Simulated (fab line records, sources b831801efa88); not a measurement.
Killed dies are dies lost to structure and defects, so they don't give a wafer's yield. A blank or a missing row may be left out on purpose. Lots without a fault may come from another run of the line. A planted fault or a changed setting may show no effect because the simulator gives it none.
A struck lot beside a sound one | flow sfq_line | 24 steps out of a route of 325
Sound: wafers L835.2, L835.4, L835.6. Struck: wafers L849.2, L849.4, L849.5. The cause comes at the end.
At each step with rows: each side's tool, then ch and its chambers, then its first start. Under that, the readings that differ: sound wafers | struck wafers | difference of the means | sigmas: that difference in standard deviations of wafers without a fault.
alike: readings whose means differ by less than 2 such deviations, and words and numbers that are the same on both sides. not compared: withheld readings, readings that some wafer has no value for, bounds like >300 that may hide the same value, and numbers for which the record gives no deviation and whose values overlap.
The two part at a step that has a row with sigmas, a row that says differs or no value, or rows on one side only. Numbers that don't overlap but have no deviation are shown without sigmas and don't part them. A reading that every wafer of one side lacks parts them only if that side has two wafers or more.

first, 6 steps without rows for these wafers: SFQ_TRILAYER_I1_VIA_LITHO_COAT_054 (resist thk 62 nm); SFQ_TRILAYER_I1_VIA_LITHO_COAT_049 (resist thk 650 nm); SFQ_TRILAYER_I1_VIA_LITHO_SOFTBAKE_053; SFQ_TRILAYER_I1_VIA_LITHO_EXPOSE_050 (exposes mask I1, target cd 500 nm); SFQ_TRILAYER_I1_VIA_LITHO_PEB_052 (peb time 60 s); SFQ_TRILAYER_I1_VIA_LITHO_DEVELOP_051 (time 60 s).
SFQ_I1_OVL_MEAS_913:
  sound on overlay-02, day 31 22:19; struck on overlay-01, day 34 07:11
  alike: I1_OVL
SFQ_TRILAYER_I1_VIA_BARC_OPEN_VIA_ETCH_071: etches BARC in O2, target depth 125 nm, time 41.7 s.
  sound on rie_diel-01 ch 0,1,2, day 31 22:21; struck on rie_diel-04 ch 1,2, day 34 07:13
  alike: drypump_motor_current_A, oes_product_au
  not compared: rf_hours_counter_h
SFQ_TRILAYER_I1_VIA_ETCH_VIA_ETCH_052: etches SiO2 in CHF3, stops on Nb, target depth 260 nm.
  sound on rie_diel-01 ch 0,1,2, day 31 22:23; struck on rie_diel-04 ch 1,2, day 34 07:16
  alike: drypump_motor_current_A, oes_product_au
SFQ_TRILAYER_I1_VIA_STRIP_STRIP_053: strips in O2.
  sound on rie_metal-04 ch 0,1, day 31 22:30; struck on rie_metal-03 ch 0,1, day 34 07:23
  alike: drypump_motor_current_A, oes_product_au
  not compared: rf_hours_counter_h
then, 2 steps without rows for these wafers: SFQ_TRILAYER_I1_VIA_STRIP_SOLV_CLEAN_054 (cleans in NMP, time 600 s); SFQ_TRILAYER_M2_DEP_PRE_CLEAN_056 (time 22.5 s).
SFQ_TRILAYER_M2_DEP_SPUTTER_055: material Nb, target thk 200 nm, time 133.3 s.
  sound on pvd_sputter-05, day 31 23:18; struck on pvd_sputter-05, day 34 08:27
  alike: throttle_valve_pct
SFQ_M2_RS_MEAS_914: measures by four-point-probe.
  sound on film_metro-03, day 31 23:25; struck on film_metro-03, day 34 08:34
  reading           | sound             | struck            | difference | sigmas
  M2_NB_RS (ohm/sq) | 0.876 0.882 0.870 | 0.440 0.445 0.444 | -0.433     | -36
then, 6 steps without rows for these wafers: SFQ_TRILAYER_M2_LITHO_COAT_062 (resist thk 62 nm); SFQ_TRILAYER_M2_LITHO_COAT_057 (resist thk 600 nm); SFQ_TRILAYER_M2_LITHO_SOFTBAKE_061; SFQ_TRILAYER_M2_LITHO_EXPOSE_058 (exposes mask M2, target cd 500 nm); SFQ_TRILAYER_M2_LITHO_PEB_060 (peb time 60 s); SFQ_TRILAYER_M2_LITHO_DEVELOP_059 (time 60 s).
-- the record jumps here: 6 days lie between the struck wafers' starts before and after --
SFQ_M2_OVL_MEAS_916:
  sound on overlay-01, day 38 06:13; struck on overlay-02, day 40 14:02
  alike: M2_OVL
SFQ_TRILAYER_M2_BARC_OPEN_METAL_ETCH_077: etches BARC in O2, target depth 125 nm, time 41.7 s.
  sound on rie_metal-03 ch 0,1, day 38 06:15; struck on rie_metal-02 ch 0,1, day 40 14:04
  alike: drypump_motor_current_A, oes_product_au
  not compared: rf_hours_counter_h
SFQ_TRILAYER_M2_ETCH_METAL_ETCH_060: etches Nb in Cl2/Ar, stops on SiO2, target depth 240 nm, time 120 s.
  sound on rie_metal-03 ch 0,1, day 38 06:18; struck on rie_metal-02 ch 0,1, day 40 14:08
  reading                        | sound             | struck            | difference | sigmas
  oes_product_au (a.u.)          | 0.904 0.901 0.902 | 0.994 1.009 1.007 | +0.101     | +12
  model.M2.feature_depth_nm (nm) | 203.4 201.9 204.1 | 239.8 240.9 243.7 | +38.3      |
  model.etch.depth_nm (nm)       | 203.4 201.9 204.1 | 239.8 240.9 243.7 | +38.3      |
  alike: drypump_motor_current_A
  not compared: rf_hours_counter_h
SFQ_TRILAYER_M2_STRIP_STRIP_061: strips in O2.
  sound on rie_metal-03 ch 0,1, day 38 06:26; struck on rie_metal-02 ch 0,1, day 40 14:15
  alike: drypump_motor_current_A, oes_product_au
  not compared: rf_hours_counter_h

WHERE THEY PART
First at SFQ_M2_RS_MEAS_914; last, within this record, at SFQ_TRILAYER_M2_ETCH_METAL_ETCH_060. Later steps at which nothing parts them and some readings are alike: SFQ_TRILAYER_M2_STRIP_STRIP_061.

WHY: what the simulator had put in
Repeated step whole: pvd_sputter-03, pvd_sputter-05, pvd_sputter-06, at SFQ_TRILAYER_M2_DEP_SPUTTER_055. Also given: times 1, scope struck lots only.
